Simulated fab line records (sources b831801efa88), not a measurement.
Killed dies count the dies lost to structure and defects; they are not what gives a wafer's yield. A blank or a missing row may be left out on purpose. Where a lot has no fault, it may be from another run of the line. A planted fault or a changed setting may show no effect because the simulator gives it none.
fab line records	flow gf180mcu
record lots=24	wafers=72	last-day=34
route steps=602 shown HV_LDD@183 CONTACT@302 M2@365 M3@412
lots untouched by any fault: they come from a run of this same line in which no faults occurred
start-h: hours from the record's opening day to when the first of the lot's shown wafers began	wait-h: hours elapsed since this lot's preceding step	" same as the row above	L1.1+2: a single row standing in for several wafers	- no value present, or no start provided	* or withheld: withheld	< > ~ a bound
route shown NAME@n: NAME is a module with steps in the file, n the number in the route of the first one	usual: average and standard deviation across the fault-free wafers	same: alike in all rows	chamber/n: place in a boat	sites: readings site by site	_std_site: how widely they spread, as a standard deviation	_edge_site: outer sites' mean less inner sites'	radius-mm: how far each site lies from the wafer's centre	mask NAME#n: copy n	behind: the last tool/chamber to shape the wafer	hold: the reason the lot was held/the length of the hold in hours/how it ended	device: whichever transistor did not switch (one of n, p or np)	end of line: tests of these same wafers at the route's end	step lacking rows: just its recipe	killed: count of dies lost to structure and defects at first sort (not the wafer's yield)	map: a wafer's dies, x killed, . not, _ none there
set.NAME: setting as actually run; set.NAME@STEP: the setting as run at that earlier step	model.NAME: the simulator's own value behind a step, which no gauge read
a sample of lots followed through the steps of the route, with each step as a table and each wafer as a row
services: from which hour (start-h, from the record's first day; less than 0 if before it) a tool's chamber was out of use, for how many hours, and why
## steps
# step GF_HV_LDD_CD_MEAS_07
# recipe target-cd-nm=400
# usual cd-nm=400.6/2.9
lot.wafer	tool	chamber	start-h	wait-h	cd-nm
L074.3	cd-sem-02	-	220.90	0.1	397.7
L074.5	"	-	"	"	397.3
L074.6	"	-	"	"	399.9
L075.1	cd-sem-02	-	224.16	0.1	399.8
L075.2	"	-	"	"	401.6
L075.5	"	-	"	"	399.0
L076.1	cd-sem-01	-	234.12	0.2	396.7
L076.2	"	-	"	"	397.8
L076.5	"	-	"	"	397.6
L077.1	cd-sem-01	-	237.61	0.1	395.8
L077.3	"	-	"	"	397.8
L077.5	"	-	"	"	394.1
L078.2	cd-sem-01	-	245.32	0.1	397.0
L078.3	"	-	"	"	397.4
L078.5	"	-	"	"	397.1
L079.1	cd-sem-02	-	253.11	0.1	401.7
L079.3	"	-	"	"	396.8
L079.6	"	-	"	"	399.9
L080.2	cd-sem-02	-	258.92	0.1	400.7
L080.5	"	-	"	"	401.9
L080.6	"	-	"	"	400.9
L081.2	cd-sem-02	-	269.44	0.1	395.8
L081.4	"	-	"	"	395.6
L081.6	"	-	"	"	394.4
L082.1	cd-sem-01	-	279.40	0.1	403.5
L082.3	"	-	"	"	404.9
L082.6	"	-	"	"	403.6
L083.2	cd-sem-01	-	285.63	0.1	402.7
L083.3	"	-	"	"	400.8
L083.6	"	-	"	"	402.7
L084.4	cd-sem-02	-	288.01	0.1	397.2
L084.5	"	-	"	"	398.8
L084.6	"	-	"	"	398.6
L085.1	cd-sem-02	-	297.80	0.1	397.3
L085.3	"	-	"	"	402.2
L085.4	"	-	"	"	402.3
L086.1	cd-sem-02	-	307.55	0.1	404.8
L086.2	"	-	"	"	404.4
L086.3	"	-	"	"	401.7
L087.1	cd-sem-02	-	309.35	0.1	401.5
L087.3	"	-	"	"	404.8
L087.6	"	-	"	"	403.2
L088.4	cd-sem-01	-	323.30	0.1	398.7
L088.5	"	-	"	"	401.8
L088.6	"	-	"	"	402.4
L089.3	cd-sem-01	-	328.69	0.1	399.0
L089.4	"	-	"	"	399.5
L089.6	"	-	"	"	401.3
L090.2	cd-sem-01	-	341.72	0.1	397.6
L090.3	"	-	"	"	397.8
L090.6	"	-	"	"	396.9
L091.3	cd-sem-02	-	341.79	0.1	402.8
L091.5	"	-	"	"	403.4
L091.6	"	-	"	"	403.6
L092.3	cd-sem-02	-	349.14	0.1	402.9
L092.4	"	-	"	"	404.0
L092.6	"	-	"	"	403.1
L093.1	cd-sem-01	-	354.88	0.2	399.8
L093.5	"	-	"	"	399.8
L093.6	"	-	"	"	399.7
L094.1	cd-sem-02	-	365.20	0.1	404.6
L094.2	"	-	"	"	402.9
L094.4	"	-	"	"	404.9
L095.1	cd-sem-02	-	371.20	0.1	394.7
L095.4	"	-	"	"	398.3
L095.5	"	-	"	"	397.7
L096.2	cd-sem-02	-	379.02	0.1	405.1
L096.4	"	-	"	"	403.1
L096.5	"	-	"	"	405.2
L097.1	cd-sem-02	-	384.71	0.1	403.5
L097.2	"	-	"	"	403.6
L097.3	"	-	"	"	403.2
# step GF_HV_LDD_STRIP_49
# recipe chemistry=O2/N2	power-w=1400	pressure-mtorr=1500	platen-temp-c=250	o2-flow-sccm=3000	n2-flow-sccm=300	overash-fraction=0.5
# usual drypump-motor-current-A=5.5/0.35	heater-power-w=353/28	oes-product-au=0.716/0.0047	strip-time-to-endpoint-s=12.63/0.043
# same overash-fraction=0.5
lot.wafer	tool	chamber	start-h	wait-h	drypump-motor-current-A	heater-power-w	oes-product-au	rf-hours-counter-h	strip-time-to-endpoint-s
L074.3	plasma-asher-01	1	277.84	0.1	5.1	371	0.710	-	12.63
L074.5	"	1	"	"	5.2	366	0.717	-	12.64
L074.6	"	0	"	"	5.4	325	0.709	-	12.62
L075.1	plasma-asher-02	0	281.61	0.1	6.2	363	0.718	63	12.53
L075.2	"	1	"	"	5.3	366	0.720	63	12.56
L075.5	"	0	"	"	6.2	361	0.720	-	12.53
L076.1	plasma-asher-02	1	292.66	0.1	5.3	369	0.712	64	12.67
L076.2	"	0	"	"	6.2	352	0.712	64	12.68
L076.5	"	1	"	"	5.3	356	0.707	-	12.63
L077.1	plasma-asher-03	0	296.76	0.1	5.4	427	0.710	68	12.64
L077.3	"	0	"	"	5.5	422	0.720	-	12.60
L077.5	"	1	"	"	5.6	289	0.722	-	12.62
L078.2	plasma-asher-01	0	304.61	0.1	5.4	336	0.718	19	12.60
L078.3	"	1	"	"	5.2	359	0.720	-	12.58
L078.5	"	0	"	"	5.4	336	0.716	-	12.62
L079.1	plasma-asher-02	1	313.26	0.1	5.3	355	0.708	67	12.68
L079.3	"	1	"	"	5.3	356	0.726	-	12.61
L079.6	"	1	"	"	5.3	362	0.716	-	12.64
L080.2	plasma-asher-02	0	320.16	0.1	6.2	355	0.714	68	12.63
L080.5	"	0	"	"	6.2	363	0.718	-	12.60
L080.6	"	1	"	"	5.3	358	0.718	-	12.59
L081.2	plasma-asher-01	0	331.98	0.1	5.4	346	0.716	21	12.62
L081.4	"	1	"	"	5.2	355	0.709	-	12.63
L081.6	"	1	"	"	5.2	367	0.719	-	12.60
L082.1	plasma-asher-01	1	342.96	0.1	5.2	362	0.715	22	12.60
L082.3	"	1	"	"	5.2	353	0.715	-	12.60
L082.6	"	1	"	"	5.2	359	0.714	-	12.58
L083.2	plasma-asher-03	0	349.11	0.1	5.5	417	0.717	73	12.66
L083.3	"	0	"	"	5.5	427	0.720	-	12.64
L083.6	"	1	"	"	5.6	289	0.719	-	12.69
L084.4	plasma-asher-03	1	352.24	0.1	5.6	287	0.715	-	12.62
L084.5	"	0	"	"	5.5	433	0.717	-	12.62
L084.6	"	1	"	"	5.6	284	0.715	-	12.61
L085.1	plasma-asher-02	0	363.51	0.1	6.2	355	0.715	72	12.65
L085.3	"	0	"	"	6.2	357	0.720	-	12.61
L085.4	"	1	"	"	5.3	361	0.721	-	12.61
L086.1	plasma-asher-02	1	372.81	0.1	5.3	367	0.713	73	12.62
L086.2	"	0	"	"	6.2	354	0.716	73	12.63
L086.3	"	1	"	"	5.3	356	0.719	-	12.61
L087.1	plasma-asher-01	1	374.46	0.1	5.1	364	0.715	26	12.66
L087.3	"	0	"	"	5.4	325	0.715	-	12.65
L087.6	"	0	"	"	5.4	345	0.714	-	12.61
L088.4	plasma-asher-01	1	389.84	0.1	5.2	366	0.719	-	12.70
L088.5	"	0	"	"	5.4	330	0.710	-	12.70
L088.6	"	1	"	"	5.1	366	0.718	-	12.68
L089.3	plasma-asher-01	0	397.09	0.1	5.4	327	0.705	-	12.70
L089.4	"	1	"	"	5.1	351	0.722	-	12.64
L089.6	"	1	"	"	5.2	357	0.704	-	12.66
L090.2	plasma-asher-01	1	409.81	0.1	5.1	363	0.714	29	12.69
L090.3	"	1	"	"	5.2	356	0.719	-	12.69
L090.6	"	1	"	"	5.2	367	0.713	-	12.69
L091.3	plasma-asher-01	0	410.54	0.1	5.4	335	0.713	-	12.61
L091.5	"	1	"	"	5.2	365	0.724	-	12.61
L091.6	"	0	"	"	5.4	331	0.716	-	12.60
L092.3	plasma-asher-02	1	418.14	0.1	5.3	373	0.715	-	12.65
L092.4	"	0	"	"	6.2	367	0.712	-	12.66
L092.6	"	1	"	"	5.3	370	0.710	-	12.60
L093.1	plasma-asher-01	1	424.46	0.1	5.1	354	0.719	31	12.62
L093.5	"	0	"	"	5.4	335	0.723	-	12.60
L093.6	"	1	"	"	5.2	359	0.716	-	12.63
L094.1	plasma-asher-01	1	436.26	0.1	5.2	365	0.716	32	12.59
L094.2	"	0	"	"	5.4	344	0.717	32	12.62
L094.4	"	1	"	"	5.2	362	0.717	-	12.59
L095.1	plasma-asher-01	0	442.11	0.1	5.4	332	0.722	32	12.74
L095.4	"	0	"	"	5.4	338	0.720	-	12.70
L095.5	"	0	"	"	5.4	327	0.720	-	12.73
L096.2	plasma-asher-01	0	451.86	0.1	5.4	338	0.725	34	12.61
L096.4	"	1	"	"	5.1	351	0.716	-	12.60
L096.5	"	0	"	"	5.4	344	0.716	-	12.57
L097.1	plasma-asher-02	1	456.86	0.1	5.3	364	0.720	82	12.59
L097.2	"	0	"	"	6.2	365	0.721	82	12.58
L097.3	"	1	"	"	5.3	349	0.718	-	12.56
# step GF_CONTACT_OVL_MEAS_15
# usual CONTACT_OVL=-1/5.7
lot.wafer	tool	chamber	start-h	wait-h	CONTACT_OVL[nm]
L074.3	overlay-01	-	368.24	0.1	7
L074.5	"	-	"	"	6
L074.6	"	-	"	"	-7
L075.1	overlay-01	-	371.77	0.1	9
L075.2	"	-	"	"	4
L075.5	"	-	"	"	9
L076.1	overlay-01	-	383.93	0.1	6
L076.2	"	-	"	"	5
L076.5	"	-	"	"	7
L077.1	overlay-01	-	388.33	0.1	-1
L077.3	"	-	"	"	3
L077.5	"	-	"	"	0
L078.2	overlay-02	-	396.98	0.1	-5
L078.3	"	-	"	"	-6
L078.5	"	-	"	"	-4
L079.1	overlay-02	-	406.57	0.1	0
L079.3	"	-	"	"	3
L079.6	"	-	"	"	-2
L080.2	overlay-02	-	415.03	0.1	-13
L080.5	"	-	"	"	-6
L080.6	"	-	"	"	-3
L081.2	overlay-02	-	429.28	0.1	-6
L081.4	"	-	"	"	2
L081.6	"	-	"	"	-4
L082.1	overlay-01	-	440.68	0.1	-4
L082.3	"	-	"	"	-5
L082.6	"	-	"	"	-10
L083.2	overlay-01	-	447.18	0.1	-7
L083.3	"	-	"	"	-8
L083.6	"	-	"	"	-9
L084.4	overlay-02	-	452.74	0.1	-10
L084.5	"	-	"	"	-5
L084.6	"	-	"	"	-8
L085.1	overlay-02	-	463.57	0.1	-4
L085.3	"	-	"	"	-3
L085.4	"	-	"	"	1
L086.1	overlay-02	-	473.47	0.1	-3
L086.2	"	-	"	"	-5
L086.3	"	-	"	"	3
L087.1	overlay-02	-	476.77	0.1	2
L087.3	"	-	"	"	-2
L087.6	"	-	"	"	-6
L088.4	overlay-01	-	492.19	0.1	-2
L088.5	"	-	"	"	-1
L088.6	"	-	"	"	-1
L089.3	overlay-02	-	498.93	0.1	2
L089.4	"	-	"	"	4
L089.6	"	-	"	"	-4
L090.2	overlay-02	-	510.23	0.1	5
L090.3	"	-	"	"	5
L090.6	"	-	"	"	0
L091.3	overlay-02	-	512.69	0.1	2
L091.5	"	-	"	"	-3
L091.6	"	-	"	"	-5
L092.3	overlay-01	-	521.58	0.1	0
L092.4	"	-	"	"	1
L092.6	"	-	"	"	-4
L093.1	overlay-01	-	526.07	0.1	3
L093.5	"	-	"	"	-1
L093.6	"	-	"	"	13
L094.1	overlay-01	-	536.92	0.1	2
L094.2	"	-	"	"	1
L094.4	"	-	"	"	1
L095.1	overlay-01	-	542.82	0.1	-12
L095.4	"	-	"	"	-10
L095.5	"	-	"	"	-6
L096.2	overlay-02	-	551.53	0.1	-4
L096.4	"	-	"	"	-1
L096.5	"	-	"	"	-6
L097.1	overlay-02	-	556.92	0.1	2
L097.2	"	-	"	"	3
L097.3	"	-	"	"	1
# step GF_M2_SPUTTER_03
# recipe material=Ti	target-thk-nm=10	substrate-temp-c=300	chamber-pressure-pa=0.3	power-w=3000	time-s=6.7
# usual throttle-valve-pct=30.2/1
lot.wafer	tool	chamber	start-h	wait-h	throttle-valve-pct
L074.3	pvd-sputter-01	-	418.82	0.0	30.5
L074.5	"	-	"	"	31.4
L074.6	"	-	"	"	31.0
L075.1	pvd-sputter-02	-	422.60	0.0	29.6
L075.2	"	-	"	"	31.8
L075.5	"	-	"	"	28.8
L076.1	pvd-sputter-04	-	435.42	0.0	28.3
L076.2	"	-	"	"	29.0
L076.5	"	-	"	"	28.9
L077.1	pvd-sputter-01	-	440.37	0.0	29.4
L077.3	"	-	"	"	31.4
L077.5	"	-	"	"	29.4
L078.2	pvd-sputter-02	-	448.83	0.0	28.9
L078.3	"	-	"	"	31.5
L078.5	"	-	"	"	29.8
L079.1	pvd-sputter-01	-	459.08	0.0	30.9
L079.3	"	-	"	"	29.6
L079.6	"	-	"	"	29.3
L080.2	pvd-sputter-02	-	468.67	0.0	29.4
L080.5	"	-	"	"	29.8
L080.6	"	-	"	"	29.8
L081.2	pvd-sputter-01	-	482.43	0.0	30.5
L081.4	"	-	"	"	31.7
L081.6	"	-	"	"	31.5
L082.1	pvd-sputter-04	-	493.92	0.0	30.0
L082.3	"	-	"	"	28.3
L082.6	"	-	"	"	28.9
L083.2	pvd-sputter-02	-	499.20	0.0	29.0
L083.3	"	-	"	"	29.4
L083.6	"	-	"	"	29.5
L084.4	pvd-sputter-01	-	505.32	0.0	31.4
L084.5	"	-	"	"	31.6
L084.6	"	-	"	"	29.3
L085.1	pvd-sputter-04	-	516.60	0.0	28.2
L085.3	"	-	"	"	28.9
L085.4	"	-	"	"	30.1
L086.1	pvd-sputter-01	-	525.44	0.0	29.2
L086.2	"	-	"	"	31.6
L086.3	"	-	"	"	30.9
L087.1	pvd-sputter-01	-	529.79	0.0	31.8
L087.3	"	-	"	"	29.4
L087.6	"	-	"	"	31.1
L088.4	pvd-sputter-01	-	543.10	0.0	30.4
L088.5	"	-	"	"	30.6
L088.6	"	-	"	"	31.4
L089.3	pvd-sputter-02	-	550.05	0.0	29.5
L089.4	"	-	"	"	30.1
L089.6	"	-	"	"	29.5
L090.2	pvd-sputter-01	-	559.70	0.0	29.3
L090.3	"	-	"	"	31.5
L090.6	"	-	"	"	29.5
L091.3	pvd-sputter-01	-	563.77	0.0	31.7
L091.5	"	-	"	"	31.7
L091.6	"	-	"	"	29.3
L092.3	pvd-sputter-01	-	570.13	0.0	29.4
L092.4	"	-	"	"	31.7
L092.6	"	-	"	"	31.2
L093.1	pvd-sputter-01	-	575.17	0.0	30.8
L093.5	"	-	"	"	29.2
L093.6	"	-	"	"	31.6
L094.1	pvd-sputter-02	-	584.82	0.0	31.2
L094.2	"	-	"	"	29.3
L094.4	"	-	"	"	29.0
L095.1	pvd-sputter-01	-	590.29	0.0	31.1
L095.4	"	-	"	"	29.3
L095.5	"	-	"	"	29.1
L096.2	pvd-sputter-01	-	599.98	0.0	31.2
L096.4	"	-	"	"	31.6
L096.5	"	-	"	"	30.9
L097.1	pvd-sputter-01	-	604.71	0.0	31.7
L097.2	"	-	"	"	31.1
L097.3	"	-	"	"	30.5
# step GF_M3_SPUTTER_03
# recipe material=Ti	target-thk-nm=10	substrate-temp-c=300	chamber-pressure-pa=0.3	power-w=3000	time-s=6.7
# usual throttle-valve-pct=30.1/0.95
lot.wafer	tool	chamber	start-h	wait-h	throttle-valve-pct
L074.3	pvd-sputter-02	-	470.57	0.0	29.4
L074.5	"	-	"	"	29.4
L074.6	"	-	"	"	29.9
L075.1	pvd-sputter-03	-	474.07	0.0	29.7
L075.2	"	-	"	"	28.5
L075.5	"	-	"	"	28.8
L076.1	pvd-sputter-02	-	486.87	0.0	31.6
L076.2	"	-	"	"	29.8
L076.5	"	-	"	"	29.1
L077.1	pvd-sputter-01	-	492.42	0.0	31.0
L077.3	"	-	"	"	31.7
L077.5	"	-	"	"	31.5
L078.2	pvd-sputter-03	-	499.57	0.0	28.8
L078.3	"	-	"	"	31.0
L078.5	"	-	"	"	29.0
L079.1	pvd-sputter-02	-	510.08	0.0	30.1
L079.3	"	-	"	"	31.6
L079.6	"	-	"	"	29.0
L080.2	pvd-sputter-02	-	519.92	0.0	30.0
L080.5	"	-	"	"	30.0
L080.6	"	-	"	"	29.3
L081.2	pvd-sputter-02	-	532.47	0.0	29.4
L081.4	"	-	"	"	29.6
L081.6	"	-	"	"	29.2
L082.1	pvd-sputter-01	-	544.35	0.0	30.8
L082.3	"	-	"	"	31.5
L082.6	"	-	"	"	29.6
L083.2	pvd-sputter-02	-	547.33	0.0	29.7
L083.3	"	-	"	"	31.6
L083.6	"	-	"	"	29.6
L084.4	pvd-sputter-02	-	554.73	0.0	29.4
L084.5	"	-	"	"	29.9
L084.6	"	-	"	"	31.7
L085.1	pvd-sputter-02	-	565.64	0.0	28.7
L085.3	"	-	"	"	29.9
L085.4	"	-	"	"	29.5
L086.1	pvd-sputter-02	-	574.36	0.0	31.7
L086.2	"	-	"	"	29.5
L086.3	"	-	"	"	29.2
L087.1	pvd-sputter-03	-	577.79	0.0	30.3
L087.3	"	-	"	"	29.0
L087.6	"	-	"	"	31.1
L088.4	pvd-sputter-02	-	589.83	0.0	31.6
L088.5	"	-	"	"	29.4
L088.6	"	-	"	"	29.0
L089.3	pvd-sputter-02	-	595.97	0.0	29.5
L089.4	"	-	"	"	31.5
L089.6	"	-	"	"	30.1
L090.2	pvd-sputter-01	-	606.11	0.0	29.2
L090.3	"	-	"	"	30.8
L090.6	"	-	"	"	29.5
L091.3	pvd-sputter-03	-	608.96	0.0	29.5
L091.5	"	-	"	"	28.6
L091.6	"	-	"	"	30.3
L092.3	pvd-sputter-01	-	616.46	0.0	31.0
L092.4	"	-	"	"	30.6
L092.6	"	-	"	"	31.7
L093.1	pvd-sputter-02	-	620.20	0.0	30.0
L093.5	"	-	"	"	31.5
L093.6	"	-	"	"	29.3
L094.1	pvd-sputter-02	-	629.32	0.0	29.4
L094.2	"	-	"	"	29.6
L094.4	"	-	"	"	31.4
L095.1	pvd-sputter-01	-	635.88	0.0	31.5
L095.4	"	-	"	"	31.0
L095.5	"	-	"	"	31.7
L096.2	pvd-sputter-02	-	644.76	0.0	30.0
L096.4	"	-	"	"	31.6
L096.5	"	-	"	"	30.0
L097.1	pvd-sputter-01	-	648.01	0.0	31.0
L097.2	"	-	"	"	29.3
L097.3	"	-	"	"	30.8
# step GF_M3_OVL_MEAS_15
# usual M3_OVL=-1/5.8
lot.wafer	tool	chamber	start-h	wait-h	M3_OVL[nm]
L074.3	overlay-01	-	494.48	0.1	4
L074.5	"	-	"	"	1
L074.6	"	-	"	"	-1
L075.1	overlay-01	-	497.67	0.1	1
L075.2	"	-	"	"	3
L075.5	"	-	"	"	-3
L076.1	overlay-01	-	510.24	0.1	-22
L076.2	"	-	"	"	-9
L076.5	"	-	"	"	-11
L077.1	overlay-01	-	515.64	0.1	-11
L077.3	"	-	"	"	-8
L077.5	"	-	"	"	-5
L078.2	overlay-01	-	522.60	0.1	0
L078.3	"	-	"	"	-3
L078.5	"	-	"	"	0
L079.1	overlay-01	-	533.42	0.1	3
L079.3	"	-	"	"	1
L079.6	"	-	"	"	2
L080.2	overlay-01	-	543.10	0.1	14
L080.5	"	-	"	"	0
L080.6	"	-	"	"	11
L081.2	overlay-01	-	554.30	0.1	3
L081.4	"	-	"	"	3
L081.6	"	-	"	"	5
L082.1	overlay-02	-	567.37	0.1	0
L082.3	"	-	"	"	-4
L082.6	"	-	"	"	0
L083.2	overlay-01	-	569.55	0.1	-5
L083.3	"	-	"	"	-2
L083.6	"	-	"	"	-2
L084.4	overlay-02	-	577.04	0.1	-6
L084.5	"	-	"	"	-6
L084.6	"	-	"	"	-6
L085.1	overlay-02	-	586.92	0.1	7
L085.3	"	-	"	"	4
L085.4	"	-	"	"	0
L086.1	overlay-01	-	595.42	0.1	-5
L086.2	"	-	"	"	12
L086.3	"	-	"	"	0
L087.1	overlay-01	-	598.62	0.1	-1
L087.3	"	-	"	"	-3
L087.6	"	-	"	"	3
L088.4	overlay-01	-	611.06	0.1	-7
L088.5	"	-	"	"	-8
L088.6	"	-	"	"	-7
L089.3	overlay-02	-	616.78	0.1	-5
L089.4	"	-	"	"	-3
L089.6	"	-	"	"	-8
L090.2	overlay-01	-	626.58	0.1	-8
L090.3	"	-	"	"	3
L090.6	"	-	"	"	-7
L091.3	overlay-02	-	629.64	0.1	1
L091.5	"	-	"	"	0
L091.6	"	-	"	"	-5
L092.3	overlay-02	-	636.03	0.1	-5
L092.4	"	-	"	"	-8
L092.6	"	-	"	"	-5
L093.1	overlay-01	-	640.34	0.1	9
L093.5	"	-	"	"	0
L093.6	"	-	"	"	-2
L094.1	overlay-02	-	648.97	0.1	13
L094.2	"	-	"	"	7
L094.4	"	-	"	"	4
L095.1	overlay-02	-	655.07	0.1	-1
L095.4	"	-	"	"	4
L095.5	"	-	"	"	-4
L096.2	overlay-01	-	664.03	0.1	-11
L096.4	"	-	"	"	-10
L096.5	"	-	"	"	-1
L097.1	overlay-01	-	667.59	0.1	-1
L097.2	"	-	"	"	-3
L097.3	"	-	"	"	-3
## services
tool	chamber	start-h	hours	kind
pvd-sputter-04	-	269.50	1.1	repair
pvd-sputter-04	-	275.31	7.2	repair
pvd-sputter-02	-	283.38	3.7	repair
pvd-sputter-03	-	297.14	3.5	repair
plasma-asher-03	-	301.44	1.8	repair
pvd-sputter-03	-	381.86	1.2	repair
plasma-asher-03	-	421.31	9.0	pm
pvd-sputter-04	-	421.75	4.0	repair
pvd-sputter-01	-	423.79	14.8	repair
pvd-sputter-02	-	433.17	1.2	repair
plasma-asher-02	-	441.66	4.6	repair
pvd-sputter-03	-	447.84	1.0	repair
plasma-asher-02	-	454.66	0.4	repair
pvd-sputter-01	-	459.41	4.9	repair
plasma-asher-01	-	477.67	0.6	repair
pvd-sputter-03	-	478.07	1.4	repair
pvd-sputter-01	-	514.62	1.9	repair
plasma-asher-01	-	527.28	2.4	repair
pvd-sputter-02	-	540.59	3.0	repair
pvd-sputter-03	-	543.73	5.9	repair
pvd-sputter-02	-	578.17	2.2	repair
pvd-sputter-01	-	596.98	2.5	repair
plasma-asher-02	-	597.09	2.2	repair
pvd-sputter-02	-	597.46	14.0	repair
## key
fault none
